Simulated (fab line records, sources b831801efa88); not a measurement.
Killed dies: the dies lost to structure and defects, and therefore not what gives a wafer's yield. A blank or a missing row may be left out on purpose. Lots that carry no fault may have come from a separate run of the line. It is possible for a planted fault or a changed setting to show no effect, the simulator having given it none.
The tool behind it: which one? || flow sky130 || 12 lots with 36 wafers sampled at 2 steps, on a route of 708 steps

WHAT THE GAUGES READ, wafer by wafer
SKY_SONOS_ONO_THK_MEAS_03.
{"lot": "L075", "measured": "day 11 21:02", "on": "film-metro-04", "SONOS_ONO_CVD_02_THK (nm)": "10.63 10.60 10.64"}
{"lot": "L077", "measured": "day 12 10:49", "on": "film-metro-01", "SONOS_ONO_CVD_02_THK (nm)": "10.74 10.77 10.54"}
{"lot": "L079", "measured": "day 13 03:55", "on": "film-metro-02", "SONOS_ONO_CVD_02_THK (nm)": "10.50 10.54 10.67"}
{"lot": "L081", "measured": "day 13 21:41", "on": "film-metro-02", "SONOS_ONO_CVD_02_THK (nm)": "10.62 10.68 10.70"}
{"lot": "L083", "measured": "day 15 01:09", "on": "film-metro-02", "SONOS_ONO_CVD_02_THK (nm)": "10.53 10.45 10.39"}
{"lot": "L084", "measured": "day 15 06:23", "on": "film-metro-04", "SONOS_ONO_CVD_02_THK (nm)": "10.70 10.71 10.67"}
{"lot": "L087", "measured": "day 15 23:58", "on": "film-metro-04", "SONOS_ONO_CVD_02_THK (nm)": "10.45 10.56 10.60"}
{"lot": "L089", "measured": "day 17 01:07", "on": "film-metro-04", "SONOS_ONO_CVD_02_THK (nm)": "10.51 10.41 10.51"}
{"lot": "L091", "measured": "day 17 13:39", "on": "film-metro-04", "SONOS_ONO_CVD_02_THK (nm)": "10.70 10.88 10.73"}
{"lot": "L093", "measured": "day 17 18:44", "on": "film-metro-04", "SONOS_ONO_CVD_02_THK (nm)": "10.66 10.75 10.72"}
{"lot": "L095", "measured": "day 18 07:58", "on": "film-metro-01", "SONOS_ONO_CVD_02_THK (nm)": "10.61 10.64 10.60"}
{"lot": "L097", "measured": "day 19 07:12", "on": "film-metro-04", "SONOS_ONO_CVD_02_THK (nm)": "10.72 10.68 10.63"}

WHAT TOOL EACH LOT RAN ON (gives the tool, then ch and the chambers of the sampled wafers, and finally the start)
{"lot": "L075", "SKY_VT_ADJUST_NCORE_STRIP_10": "plasma-asher-01 ch 0,1, day 8 20:46"}
{"lot": "L077", "SKY_VT_ADJUST_NCORE_STRIP_10": "plasma-asher-02 ch 0,1, day 9 09:59"}
{"lot": "L079", "SKY_VT_ADJUST_NCORE_STRIP_10": "plasma-asher-01 ch 0,1, day 10 00:01"}
{"lot": "L081", "SKY_VT_ADJUST_NCORE_STRIP_10": "plasma-asher-02 ch 0,1, day 10 14:50"}
{"lot": "L083", "SKY_VT_ADJUST_NCORE_STRIP_10": "plasma-asher-01 ch 0,1, day 11 18:02"}
{"lot": "L084", "SKY_VT_ADJUST_NCORE_STRIP_10": "plasma-asher-04 ch 0,1, day 11 21:32"}
{"lot": "L087", "SKY_VT_ADJUST_NCORE_STRIP_10": "plasma-asher-02 ch 0,1, day 12 13:20"}
{"lot": "L089", "SKY_VT_ADJUST_NCORE_STRIP_10": "plasma-asher-01 ch 0,1, day 12 21:08"}
{"lot": "L091", "SKY_VT_ADJUST_NCORE_STRIP_10": "plasma-asher-01 ch 0,1, day 13 21:26"}
{"lot": "L093", "SKY_VT_ADJUST_NCORE_STRIP_10": "plasma-asher-01 ch 0,1, day 14 03:05"}
{"lot": "L095", "SKY_VT_ADJUST_NCORE_STRIP_10": "plasma-asher-04 ch 0,1, day 14 17:35"}
{"lot": "L097", "SKY_VT_ADJUST_NCORE_STRIP_10": "plasma-asher-01 ch 0,1, day 15 10:37"}
- SKY_VT_ADJUST_NCORE_STRIP_10: strips in O2/N2.

THE ANSWER, worked out from the rows above alone
Rule: usual is defined by the lots themselves. The widest of any qualifying gaps counts: lots, ordered by their means at a reading, are off when they make up no more than a third of the lots, leave a main group of 4 or more, and stand apart from it by 3 or more times the standard deviation of that group's means. Not used: any main group whose means are identical at the precision the tables above print for the reading. A lot without any number at a reading at which 4 lots or more have one is off too. The other lots that the step has rows for count as sound.
No lot is off at any reading shown: from this, nothing can be told.

WHAT WAS PUT IN BY THE SIMULATOR
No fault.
